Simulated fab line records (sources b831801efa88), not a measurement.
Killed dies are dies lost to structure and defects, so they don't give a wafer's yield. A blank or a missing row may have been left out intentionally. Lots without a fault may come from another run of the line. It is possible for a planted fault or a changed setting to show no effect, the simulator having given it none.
Matching of chambers || flow sky130 || rie-diel-02 running SKY_LI_CONTACT_ETCH_15: 4 sister chambers
The step etches PSG in C4F8/O2/Ar, stops on Si, target depth 600 nm. 16 wafers are shown with their chamber, then 8 later ones without.

## WAFERS PAIRED WITH THEIR CHAMBERS
{"wafer": "L709.1", "chamber": 3, "oes-product-au (a.u.)": 0.835}
{"wafer": "L709.2", "chamber": 0, "oes-product-au (a.u.)": 0.841}
{"wafer": "L709.4", "chamber": 0, "oes-product-au (a.u.)": 0.843}
{"wafer": "L716.1", "chamber": 1, "oes-product-au (a.u.)": 0.833}
{"wafer": "L716.2", "chamber": 3, "oes-product-au (a.u.)": 0.838}
{"wafer": "L716.3", "chamber": 0, "oes-product-au (a.u.)": 0.840}
{"wafer": "L717.3", "chamber": 2, "oes-product-au (a.u.)": 0.838}
{"wafer": "L717.5", "chamber": 3, "oes-product-au (a.u.)": 0.838}
{"wafer": "L717.6", "chamber": 2, "oes-product-au (a.u.)": 0.829}
{"wafer": "L720.3", "chamber": 2, "oes-product-au (a.u.)": 0.837}
{"wafer": "L720.4", "chamber": 3, "oes-product-au (a.u.)": 0.839}
{"wafer": "L720.6", "chamber": 2, "oes-product-au (a.u.)": 0.831}
{"wafer": "L724.1", "chamber": 3, "oes-product-au (a.u.)": 0.831}
{"wafer": "L724.4", "chamber": 2, "oes-product-au (a.u.)": 0.836}
{"wafer": "L724.5", "chamber": 1, "oes-product-au (a.u.)": 0.838}
{"wafer": "L726.1", "chamber": 0, "oes-product-au (a.u.)": 0.834}

SIGNATURES (means of the wafers above)
{"reading": "oes-product-au", "chamber 0": 0.83950, "chamber 1": 0.83550, "chamber 2": 0.83420, "chamber 3": 0.83620, "scatter within a chamber": 0.00369}
Rule: a wafer's distance from a chamber is the root of the sum, over the readings, of the square of ((its reading less the chamber's mean) divided by the reading's scatter). The wafer belongs to the nearest chamber; if the next one is less than 2 further off, it can't be placed. The scatter is the square root of a quotient: the sum, over the shown wafers, of each reading's squared deviation from its chamber's mean, divided by wafers minus chambers.

## WAFERS MISSING THEIR CHAMBER
{"wafer": "L726.4", "oes-product-au (a.u.)": 0.834}
{"wafer": "L726.6", "oes-product-au (a.u.)": 0.839}
{"wafer": "L728.1", "oes-product-au (a.u.)": 0.833}
{"wafer": "L728.3", "oes-product-au (a.u.)": 0.842}
{"wafer": "L728.6", "oes-product-au (a.u.)": 0.831}
{"wafer": "L729.1", "oes-product-au (a.u.)": 0.836}
{"wafer": "L729.2", "oes-product-au (a.u.)": 0.838}
{"wafer": "L729.3", "oes-product-au (a.u.)": 0.830}

## WHICH CHAMBER EACH ONE RAN IN
{"wafer": "L726.4", "from the rows above": "can't be placed: 2 or 1 or 3 or 0", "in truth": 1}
{"wafer": "L726.6", "from the rows above": "can't be placed: 0 or 3 or 1 or 2", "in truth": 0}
{"wafer": "L728.1", "from the rows above": "can't be placed: 2 or 1 or 3 or 0", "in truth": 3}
{"wafer": "L728.3", "from the rows above": "can't be placed: 0 or 3 or 1 or 2", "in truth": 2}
{"wafer": "L728.6", "from the rows above": "can't be placed: 2 or 1 or 3 or 0", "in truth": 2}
{"wafer": "L729.1", "from the rows above": "can't be placed: 3 or 1 or 2 or 0", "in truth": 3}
{"wafer": "L729.2", "from the rows above": "can't be placed: 0 or 3 or 1 or 2", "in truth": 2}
{"wafer": "L729.3", "from the rows above": "can't be placed: 2 or 1 or 3 or 0", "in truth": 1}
Correct placement for 0 of the 8. These rows do not allow placing 8 (true chamber among the candidates in 8). Placed wrongly: 0.
